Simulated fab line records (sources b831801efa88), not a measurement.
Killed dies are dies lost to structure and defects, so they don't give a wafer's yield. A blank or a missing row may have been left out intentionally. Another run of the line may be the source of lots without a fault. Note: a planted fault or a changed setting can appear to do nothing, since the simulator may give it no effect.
Chamber matching + flow sky130 + 3 sister chambers for SKY_CONTACT_CVD_00 on pecvd-03
The step deposits Si3N4, target thk 75 nm. 6 wafers are shown with their chamber, then 7 later ones without.

== WAFERS, EACH WITH ITS CHAMBER ==
| wafer  | chamber | heater power w (W) |
|--------|---------|--------------------|
| L434.5 | 2       | 834                |
| L435.2 | 2       | 786                |
| L435.3 | 1       | 663                |
| L435.6 | 0       | 708                |
| L438.2 | 1       | 663                |
| L438.4 | 0       | 672                |

== WAFERS WITHOUT THEIR CHAMBER ==
| wafer  | heater power w (W) |
|--------|--------------------|
| L438.5 | 719                |
| L444.1 | 607                |
| L444.3 | 862                |
| L444.5 | 706                |
| L446.1 | 767                |
| L446.2 | 682                |
| L446.4 | 672                |

== EACH ONE'S CHAMBER ==
| wafer  | from the rows above     | in truth |
|--------|-------------------------|----------|
| L438.5 | can't be placed: 0 or 1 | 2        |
| L444.1 | can't be placed: 1 or 0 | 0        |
| L444.3 | 2                       | 2        |
| L444.5 | can't be placed: 0 or 1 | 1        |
| L446.1 | can't be placed: 2 or 0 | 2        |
| L446.2 | can't be placed: 0 or 1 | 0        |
| L446.4 | can't be placed: 1 or 0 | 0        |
1 of 7 placed correctly. Unplaceable from these rows: 6, with the true chamber sitting among the candidates in 5. Number placed wrongly: 0.
How it was worked out, from the rows above alone: a wafer's distance from a chamber is the root of the sum, over the readings, of the square of ((its reading less the chamber's mean) divided by the reading's scatter). If the next closest chamber is less than 2 further off than the closest, the wafer can't be placed; otherwise it belongs to the closest. A chamber's mean is the mean of its shown wafers. The scatter: take each reading less its chamber's mean, square it, sum over the shown wafers, divide by the number of wafers less the number of chambers, and take the root.
